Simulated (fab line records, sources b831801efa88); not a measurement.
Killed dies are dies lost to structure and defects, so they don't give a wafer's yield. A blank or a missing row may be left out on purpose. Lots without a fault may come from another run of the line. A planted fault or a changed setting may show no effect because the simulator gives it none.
Which tool did it? | flow sfq_line | 15 lots, 45 wafers sampled, at 1 step of a route of 325

WHAT THE GAUGES READ, wafer by wafer
SFQ_M3_OVL_MEAS_921. Usual: M3_OVL 3 nm, standard deviation 4.9.
lot  | measured     | on         | M3_OVL (nm) | flag
L859 | day 27 15:49 | overlay-02 | 3 5 3       |
L860 | day 28 00:12 | overlay-02 | -7 -4 -5    |
L862 | day 28 13:59 | overlay-01 | -1 2 3      |
L863 | day 29 02:37 | overlay-01 | 10 12 7     |
L865 | day 29 14:37 | overlay-01 | 7 12 4      |
L866 | day 30 03:48 | overlay-01 | 8 1 -1      |
L872 | day 33 02:03 | overlay-02 | 7 5 8       |
L873 | day 33 12:24 | overlay-01 | 0 3 7       |
L874 | day 34 02:49 | overlay-01 | -3 0 -6     |
L875 | day 34 06:24 | overlay-01 | 3 1 -1      |
L877 | day 35 00:25 | overlay-02 | 6 7 -1      |
L878 | day 35 02:49 | overlay-02 | 0 2 -1      |
L879 | day 35 10:00 | overlay-02 | -5 -10 -7   |
L880 | day 35 11:13 | overlay-02 | 6 14 6      |
L882 | day 35 19:36 | overlay-01 | 8 -1 5      |

WHICH TOOL RAN EACH LOT (tool, then ch and the chambers of the sampled wafers, then the start)
The record holds no process step before these readings.

WHAT THE TOOLS THEMSELVES READ (means of the sampled wafers that have a number; where no wafer has one, the mark that the record gives instead)
The record holds no such reading with a usual standard deviation.

THE ANSWER, worked out from the rows above alone
Rule: a lot is off if the mean of its wafers that have a number lies more than 3 standard deviations from the usual mean. A lot without any number at a reading at which 4 lots or more have one is off too. The other lots that the step has rows for count as sound. The gauges are gone through in route order, then the tools' own readings, and for those a lot's mean is taken as printed above. The first step at which some lot is off is used, and at that step the reading that is off furthest; a lot without a number counts as furthest.
No lot is off at any reading shown: from this, nothing can be told.

WHAT THE SIMULATOR HAD PUT IN
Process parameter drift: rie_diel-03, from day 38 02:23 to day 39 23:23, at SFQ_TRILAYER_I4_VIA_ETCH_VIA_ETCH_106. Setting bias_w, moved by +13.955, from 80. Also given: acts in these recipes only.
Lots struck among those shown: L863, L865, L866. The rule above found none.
